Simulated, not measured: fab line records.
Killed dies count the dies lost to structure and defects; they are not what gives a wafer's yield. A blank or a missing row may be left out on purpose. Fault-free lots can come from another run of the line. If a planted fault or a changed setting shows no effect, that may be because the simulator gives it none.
Problem report in the 8D (eight disciplines) form, filled by code -- flow gf180mcu -- the parts of the form that need people (team, actions taken, sign-off) are left out

## 1. WHAT WENT WRONG
Wafers free of any fault read 694 (standard deviation 5.9) for VT_IMPLANT_4_TW at GF_VT_IMPLANT_TW_MEAS_43, against a mean of 622 on 6 wafers of 2 lots. That is -12 standard deviations from the usual mean.
The first sign was on wafer L695.1 at day 11 02:17, on filmMetro-01. Wafers with a number at this step in the record: 42, from 14 lots. Rule for "out", or "out of limits": more than 4 standard deviations from the usual mean. The other wafers with a number count as sound.

## 2. WHAT THIS IS AND IS NOT
question,is,is not
which readings at this step,VT_IMPLANT_4_TW,-
which lots,"L695, L697","L683, L684, L685, L687, L688, L689, L690, L691, L692, L693, L698, L705"
which wafers of those lots,all that have a number,-
read on which gauges,"filmMetro-01, filmMetro-03",filmMetro-04
when,from day 11 02:17,"up to then (30 sound wafers); but 6 sound wafers of L698, L705 came after"

## 3. SUSPECTS, AND WHAT RULES EACH OUT
Counting: a tool at any process step up to the reading remains a suspect when it ran all the lots that are out and ran no sound lot after the first of those.
- ruled out: the gauge at GF_VT_IMPLANT_TW_MEAS_43. Those wafers that are out were read across 2 gauges (filmMetro-01, filmMetro-03).
- implanter-03 at GF_VT_IMPLANT_IMPLANT_41: kept. All lots that are out passed through it, beginning with L695 at day 11 02:02, and no sound lot followed; its final sound lot before that point was L692 at day 10 04:56. Its own readings are out on those wafers: tiltDeg.
Left after counting: implanter-03 at GF_VT_IMPLANT_IMPLANT_41.

## 4. THE CAUSE (what the simulator had put in)
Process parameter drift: implanter-03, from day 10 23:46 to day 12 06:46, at GF_VT_IMPLANT_IMPLANT_41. Setting tiltDeg shifted by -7 from 7. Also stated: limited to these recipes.
The count eliminated every tool but this one.

## 5. THE EFFECT CHAIN, in route order
Each row: a reading where the mean over the struck wafers with a number is more than 3 standard deviations away from the usual. Scope: only readings with a usual standard deviation given in the record; hours: median across lots of the time from each lot's start at the first step in this table that gives one to its start at this step; sigmas: change in usual standard deviations.
hours,step,reading,usual,on struck wafers,change,sigmas
0,GF_VT_IMPLANT_IMPLANT_41,tiltDeg,6.997 degrees,-0.014,-7.011,-99 or more
0,GF_VT_IMPLANT_TW_MEAS_43,VT_IMPLANT_4_TW,694,622,-72,-12
Process steps it contains:
- GF_VT_IMPLANT_IMPLANT_41
Later measuring or inspecting steps at which every struck wafer that the step has a row for has a number for every such reading, and none has moved that far: GF_HV_LDD_OVL_MEAS_08, GF_HV_LDD_OVL_MEAS_47.

## 6. WHAT WOULD HAVE CAUGHT IT SOONER
In this record the first reading out of limits at a measuring or inspecting step was taken at day 11 02:17, 3 hours after the fault began at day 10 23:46.
The tool's own readings at GF_VT_IMPLANT_IMPLANT_41 were out on every struck wafer that the step has a row for (tiltDeg): an alarm limit on them would have fired on the first of those.
L697, from the lots that are out (2), started GF_VT_IMPLANT_IMPLANT_41 on implanter-03 later than day 11 02:17. It would have been spared by a hold on the tool at that moment.
